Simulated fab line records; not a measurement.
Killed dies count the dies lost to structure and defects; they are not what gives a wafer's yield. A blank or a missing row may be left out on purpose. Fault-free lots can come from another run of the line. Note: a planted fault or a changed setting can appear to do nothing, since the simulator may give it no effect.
2 desks looking at one fault + flow sky130 + each desk has only its own numbers; what lay behind them comes last

## DESK OF THE TOOL OWNER: rtp-anneal-02
The tool's own readings at SKY_SD_N_RTA_14 (time 2 s): means of the sampled wafers that have a number, for each lot that ran on this tool. Marked OUT: a lot whose mean sits more than 4 standard deviations from the usual mean, which makes it out of limits; the brackets give that distance.
Columns: A = lamp-power-pct at SKY_SD_N_RTA_14, usual 15.73 %; B = ramp-up-c-per-s at SKY_SD_N_RTA_14, usual 150.00; C = wafer_temp_C_max at SKY_SD_N_RTA_14, usual 1078.1
| lot  | first seen here | A               | B      | C      |
|------|-----------------|-----------------|--------|--------|
| L306 | day 28 00:31    | 15.75           | 149.99 | 1078.0 |
| L315 | day 31 00:51    | 14.40 (-26) OUT | 150.01 | 1079.1 |
| L316 | day 31 11:05    | 14.34 (-27) OUT | 150.03 | 1077.2 |
| L318 | day 32 00:37    | 14.38 (-26) OUT | 150.00 | 1078.2 |
| L326 | day 34 11:04    | 15.67           | 149.99 | 1077.9 |
| L328 | day 35 02:40    | 15.75           | 150.00 | 1078.0 |
This desk's finding: out of limits on L315, L316, L318; first on L315, day 31 00:51 (lamp-power-pct at SKY_SD_N_RTA_14). L306, L326, L328 stayed within limits.

## METROLOGY DESK
Means of the sampled wafers that have a number, per lot and without regard to the tool the lot ran on: this is what the gauges read. Marked OUT: a lot whose mean sits more than 4 standard deviations from the usual mean, which makes it out of limits; the brackets give that distance.
Columns: A = POLY_CUT_OVL at SKY_POLY_CUT_OVL_MEAS_09, usual 0 nm; B = SD_P_OVL at SKY_SD_P_OVL_MEAS_08, usual -0.6 nm; C = SD_N_RS at SKY_SD_N_RS_MEAS_16, usual 69.24 ohm/sq; D = SD_P_RS at SKY_SD_N_RS_MEAS_17, usual 147.1 ohm/sq; E = LI_CONTACT_BOW at SKY_LI_CONTACT_BOW_MEAS_03, usual 56 um
| lot  | first seen here | A  | B    | C               | D               | E  |
|------|-----------------|----|------|-----------------|-----------------|----|
| L306 | day 24 09:29    | -1 | -1.3 | 69.22           | 147.2           | 52 |
| L310 | day 26 18:24    | -4 | -1.9 | 69.62           | 148.1           | 58 |
| L312 | day 27 01:48    | 4  | 0.0  | 69.11           | 146.9           | 62 |
| L315 | day 27 13:37    | 3  | 2.9  | 75.50 (+37) OUT | 184.4 (+79) OUT | 53 |
| L316 | day 27 22:25    | -1 | -1.0 | 75.30 (+36) OUT | 184.4 (+79) OUT | 54 |
| L318 | day 28 13:31    | -6 | 0.1  | 75.30 (+36) OUT | 184.4 (+79) OUT | 55 |
| L319 | day 28 17:14    | -4 | -0.6 | 69.04           | 146.3           | 64 |
| L321 | day 29 14:46    | -1 | -1.1 | 69.15           | 146.6           | 56 |
| L323 | day 30 08:34    | 7  | 2.0  | 69.16           | 146.5           | 64 |
| L326 | day 31 01:38    | -2 | -1.9 | 69.22           | 147.0           | 54 |
| L327 | day 31 16:02    | 1  | -3.8 | 69.32           | 147.4           | 62 |
| L328 | day 31 18:04    | -5 | -0.5 | 68.99           | 146.5           | 58 |
This desk's result: L315, L316, L318 out of limits, first on L315 (SD_N_RS at SKY_SD_N_RS_MEAS_16), day 31 01:02. L306, L310, L312, L319, L321, L323, L326, L327, L328 stayed within limits.

## BROUGHT TOGETHER
An alarm could have come from the tool owner's desk at day 31 00:51, on L315, L316, L318.
The metrology desk could have raised an alarm at day 31 01:02, on L315, L316, L318.
On rtp-anneal-02, each named lot ran SKY_SD_N_RTA_14.

## WHAT THE SIMULATOR HAD INSERTED
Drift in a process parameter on rtp-anneal-02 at SKY_SD_N_RTA_14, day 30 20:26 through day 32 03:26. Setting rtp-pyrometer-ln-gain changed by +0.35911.
Lots struck among those shown: L315, L316, L318.
Delay (hours) between the fault's onset and each desk's first out-of-limits reading: 4 at the tool owner's desk, 5 at the metrology desk.
